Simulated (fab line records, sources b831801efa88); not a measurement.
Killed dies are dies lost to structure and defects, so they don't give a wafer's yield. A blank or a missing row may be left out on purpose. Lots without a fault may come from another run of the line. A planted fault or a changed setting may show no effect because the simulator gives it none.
Which tool did it? | flow gf180mcu | 12 lots, 36 wafers sampled, at 5 steps of a route of 602

WHAT THE GAUGES READ, wafer by wafer
GF_M2_RS_MEAS_05: measures by four-point-probe. Usual: M2_ALCU_RS 0.0691 ohm/sq, standard deviation 0.00087.
lot  | measured     | on            | M2_ALCU_RS (ohm/sq)  | flag
L901 | day 18 08:04 | film_metro-04 | 0.0687 0.0682 0.0683 |
L902 | day 18 18:47 | film_metro-02 | 0.0695 0.0675 0.0688 |
L903 | day 19 05:19 | film_metro-04 | 0.0672 0.0682 0.0681 |
L904 | day 19 13:08 | film_metro-02 | 0.0706 0.0689 0.0688 |
L905 | day 19 21:06 | film_metro-02 | 0.0704 0.0693 0.0678 |
L906 | day 20 08:12 | film_metro-02 | 0.0697 0.0705 0.0694 |
L911 | day 22 17:59 | film_metro-02 | 0.0683 0.0694 0.0697 |
L913 | day 23 04:46 | film_metro-02 | 0.0677 0.0696 0.0684 |
L918 | day 24 14:25 | film_metro-01 | 0.0687 0.0696 0.0683 |
L922 | day 25 23:51 | film_metro-01 | 0.0699 0.0695 0.0696 |
L921 | day 26 00:11 | film_metro-02 | 0.0694 0.0693 0.0686 |
L923 | day 26 09:53 | film_metro-01 | 0.0684 0.0690 0.0688 |

GF_M2_CD_MEAS_14: target cd 280 nm. Usual: cd_nm 280.1 nm, standard deviation 1.
lot  | measured     | on        | cd_nm (nm)        | flag
L901 | day 19 07:55 | cd_sem-01 | 278.3 279.4 278.3 |
L902 | day 19 19:23 | cd_sem-02 | 280.1 280.4 281.0 |
L903 | day 20 05:29 | cd_sem-02 | 279.2 279.4 278.9 |
L904 | day 20 13:20 | cd_sem-01 | 278.4 279.2 280.7 |
L905 | day 20 21:13 | cd_sem-01 | 281.7 281.0 281.0 |
L906 | day 21 08:13 | cd_sem-01 | 280.8 281.5 281.5 |
L911 | day 23 16:04 | cd_sem-01 | 264.9 265.3 265.4 | OFF
L913 | day 24 03:33 | cd_sem-01 | 264.6 265.4 266.4 | OFF
L918 | day 25 11:59 | cd_sem-02 | 279.2 280.5 279.9 |
L922 | day 26 20:26 | cd_sem-02 | 280.1 280.1 280.6 |
L921 | day 26 20:49 | cd_sem-02 | 280.8 280.5 281.8 |
L923 | day 27 06:44 | cd_sem-01 | 280.6 280.6 280.5 |

WHICH TOOL RAN EACH LOT (tool, then ch and the chambers of the sampled wafers, then the start)
lot  | GF_M2_SPUTTER_00             | GF_M2_SPUTTER_03             | GF_M2_SOFTBAKE_10
L901 | pvd_sputter-02, day 18 07:51 | pvd_sputter-02, day 18 08:01 | litho_track-03 ch 0, day 18 19:42
L902 | pvd_sputter-01, day 18 18:33 | pvd_sputter-01, day 18 18:43 | litho_track-03 ch 0, day 19 06:42
L903 | pvd_sputter-02, day 19 05:06 | pvd_sputter-02, day 19 05:16 | litho_track-03 ch 0, day 19 17:32
L904 | pvd_sputter-02, day 19 12:53 | pvd_sputter-02, day 19 13:02 | litho_track-01 ch 0, day 20 00:57
L905 | pvd_sputter-02, day 19 20:51 | pvd_sputter-02, day 19 21:01 | litho_track-01 ch 0, day 20 08:56
L906 | pvd_sputter-02, day 20 07:58 | pvd_sputter-02, day 20 08:07 | litho_track-03 ch 0, day 20 20:43
L911 | pvd_sputter-01, day 22 17:44 | pvd_sputter-01, day 22 17:54 | litho_track-01 ch 0, day 23 04:56
L913 | pvd_sputter-01, day 23 04:31 | pvd_sputter-01, day 23 04:41 | litho_track-01 ch 0, day 23 15:59
L918 | pvd_sputter-01, day 24 14:09 | pvd_sputter-01, day 24 14:19 | litho_track-03 ch 0, day 25 01:08
L922 | pvd_sputter-01, day 25 23:38 | pvd_sputter-01, day 25 23:47 | litho_track-03 ch 0, day 26 09:38
L921 | pvd_sputter-02, day 25 23:57 | pvd_sputter-02, day 26 00:07 | litho_track-03 ch 0, day 26 10:16
L923 | pvd_sputter-01, day 26 09:37 | pvd_sputter-01, day 26 09:47 | litho_track-01 ch 0, day 26 20:24
- GF_M2_SPUTTER_00: material Ti, target thk 37.5 nm, time 150 s.
- GF_M2_SPUTTER_03: material Ti, target thk 10 nm, time 6.7 s.
- GF_M2_SOFTBAKE_10: time 60 s.

WHAT THE TOOLS THEMSELVES READ (means of the sampled wafers that have a number; where no wafer has one, the mark that the record gives instead)
GF_M2_SPUTTER_00. Usual: throttle_valve_pct 29.9 %, standard deviation 1.2.
lot  | tool           | throttle_valve_pct (%) | flag
L901 | pvd_sputter-02 | 31.4                   |
L902 | pvd_sputter-01 | 28.8                   |
L903 | pvd_sputter-02 | 30.4                   |
L904 | pvd_sputter-02 | 30.9                   |
L905 | pvd_sputter-02 | 31.0                   |
L906 | pvd_sputter-02 | 30.3                   |
L911 | pvd_sputter-01 | 29.7                   |
L913 | pvd_sputter-01 | 28.4                   |
L918 | pvd_sputter-01 | 28.9                   |
L922 | pvd_sputter-01 | 29.5                   |
L921 | pvd_sputter-02 | 30.2                   |
L923 | pvd_sputter-01 | 29.5                   |

GF_M2_SPUTTER_03. Usual: throttle_valve_pct 29.9 %, standard deviation 1.2.
lot  | tool           | throttle_valve_pct (%) | flag
L901 | pvd_sputter-02 | 31.3                   |
L902 | pvd_sputter-01 | 28.8                   |
L903 | pvd_sputter-02 | 30.5                   |
L904 | pvd_sputter-02 | 31.0                   |
L905 | pvd_sputter-02 | 31.0                   |
L906 | pvd_sputter-02 | 30.1                   |
L911 | pvd_sputter-01 | 29.7                   |
L913 | pvd_sputter-01 | 28.3                   |
L918 | pvd_sputter-01 | 28.9                   |
L922 | pvd_sputter-01 | 29.4                   |
L921 | pvd_sputter-02 | 30.3                   |
L923 | pvd_sputter-01 | 29.4                   |

GF_M2_SOFTBAKE_10. Usual: chill_plate_temp_C 22.99 C, standard deviation 0.11; exhaust_pa 44.8 Pa, standard deviation 0.91; heater_power_total_W 93.05 W, standard deviation 0.057; plate_temp_C 129.99 C, standard deviation 0.13; resist_line_temp_C 23.01 C, standard deviation 0.1.
lot  | tool           | chill_plate_temp_C (C) | exhaust_pa (Pa) | heater_power_total_W (W) | plate_temp_C (C) | resist_line_temp_C (C) | flag
L901 | litho_track-03 | 23.10                  | 43.1            | 93.06                    | 130.04           | 23.06                  |
L902 | litho_track-03 | 22.78                  | 43.9            | 93.03                    | 129.96           | 23.09                  |
L903 | litho_track-03 | 22.96                  | 44.4            | 93.03                    | 129.92           | 23.07                  |
L904 | litho_track-01 | 22.88                  | 45.1            | 93.09                    | 129.83           | 22.98                  |
L905 | litho_track-01 | 22.92                  | 45.1            | 93.07                    | 130.06           | 23.12                  |
L906 | litho_track-03 | 23.17                  | 44.7            | 93.04                    | 129.89           | 22.99                  |
L911 | litho_track-01 | 22.85                  | 45.3            | 97.36                    | 134.74           | 23.12                  | OFF
L913 | litho_track-01 | 22.97                  | 44.1            | 97.30                    | 134.74           | 22.81                  | OFF
L918 | litho_track-03 | 22.78                  | 45.0            | 93.01                    | 129.98           | 22.98                  |
L922 | litho_track-03 | 23.09                  | 46.3            | 93.03                    | 130.15           | 22.91                  |
L921 | litho_track-03 | 23.04                  | 43.5            | 93.11                    | 129.95           | 23.11                  |
L923 | litho_track-01 | 22.93                  | 45.9            | 93.07                    | 130.13           | 22.95                  |

THE ANSWER, worked out from the rows above alone
Rule: a lot is off if the mean of its wafers that have a number lies more than 3 standard deviations from the usual mean. A lot without any number at a reading at which 4 lots or more have one is off too. The other lots that the step has rows for count as sound. The gauges are gone through in route order, then the tools' own readings, and for those a lot's mean is taken as printed above. The first step at which some lot is off is used, and at that step the reading that is off furthest; a lot without a number counts as furthest.
Off: L911, L913, at GF_M2_CD_MEAS_14 (cd_nm).
A tool fits if, at a process step before that reading, it ran every lot that is off, and no sound lot after the first of them. The gauges at GF_M2_CD_MEAS_14 aren't tried: what is off there is off at GF_M2_SOFTBAKE_10 too, on other tools, and a gauge's error can't cause that. None of those tried fits.

WHAT THE SIMULATOR HAD PUT IN
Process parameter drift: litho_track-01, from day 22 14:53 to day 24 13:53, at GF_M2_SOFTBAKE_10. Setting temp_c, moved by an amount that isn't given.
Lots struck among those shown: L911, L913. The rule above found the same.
